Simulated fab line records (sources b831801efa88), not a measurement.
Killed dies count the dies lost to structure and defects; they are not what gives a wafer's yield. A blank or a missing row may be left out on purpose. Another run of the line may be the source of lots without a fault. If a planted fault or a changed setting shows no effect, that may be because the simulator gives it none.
Chamber matching	flow sky130	cmp-01 running SKY_VIA1_CMP_24: 4 sister chambers
The step polishes, stops on SiO2, t overpolish 15 s, target thk 0 nm. 14 wafers are shown with their chamber, then 7 later ones without.

## WAFERS PAIRED WITH THEIR CHAMBERS
wafer	chamber	motor current A (A)	time to endpoint s (s)	retaining ring pressure frac
L996.3	2	10.5	68	0.996
L996.4	1	12.2	69	1.001
L996.5	1	12.4	70	1.005
L999.3	1	12.9	75	1.011
L999.4	0	12.7	68	1.010
L999.6	1	12.8	74	1.002
L103.4	2	10.5	67	0.996
L103.5	2	10.6	69	0.997
L103.6	1	12.1	73	0.999
L105.1	3	8.8	60	0.997
L105.3	2	10.1	64	1.000
L105.5	2	10.2	67	1.002
L108.2	3	9.0	63	0.996
L108.3	0	12.7	67	1.003

SIGNATURES (averages over the wafers above)
reading	chamber 0	chamber 1	chamber 2	chamber 3	scatter within a chamber
motor current A	12.700	12.480	10.380	8.900	0.268
time to endpoint s	67.50	72.20	67.00	61.50	2.14
retaining ring pressure frac	1.00650	1.00360	0.99820	0.99650	0.00375
Rule: a wafer lies at a distance from a chamber equal to the root of the sum of squares, over the readings, of (its reading less the chamber's mean, divided by the reading's scatter). If the next closest chamber is less than 2 further off than the closest, the wafer can't be placed; otherwise it belongs to the closest. The scatter is the square root of a quotient: the sum, over the shown wafers, of each reading's squared deviation from its chamber's mean, divided by wafers minus chambers.

## WAFERS WITH NO CHAMBER GIVEN
wafer	motor current A (A)	time to endpoint s (s)	retaining ring pressure frac
L108.4	12.2	73	1.001
L109.1	13.1	69	1.004
L109.3	12.0	78	1.002
L109.5	13.1	71	0.997
L110.2	9.3	61	0.999
L110.5	13.8	66	1.004
L110.6	12.6	72	0.994

## EACH ONE'S CHAMBER
wafer	from the rows above	in truth
L108.4	1	1
L109.1	can't be placed: 0 or 1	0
L109.3	1	1
L109.5	can't be placed: 1 or 0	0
L110.2	3	3
L110.5	can't be placed: 0 or 1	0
L110.6	can't be placed: 1 or 0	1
Placed correctly: 3 of 7. From these rows, 4 cannot be placed; in 4 the true chamber is one of the candidates. Wrongly placed: 0.
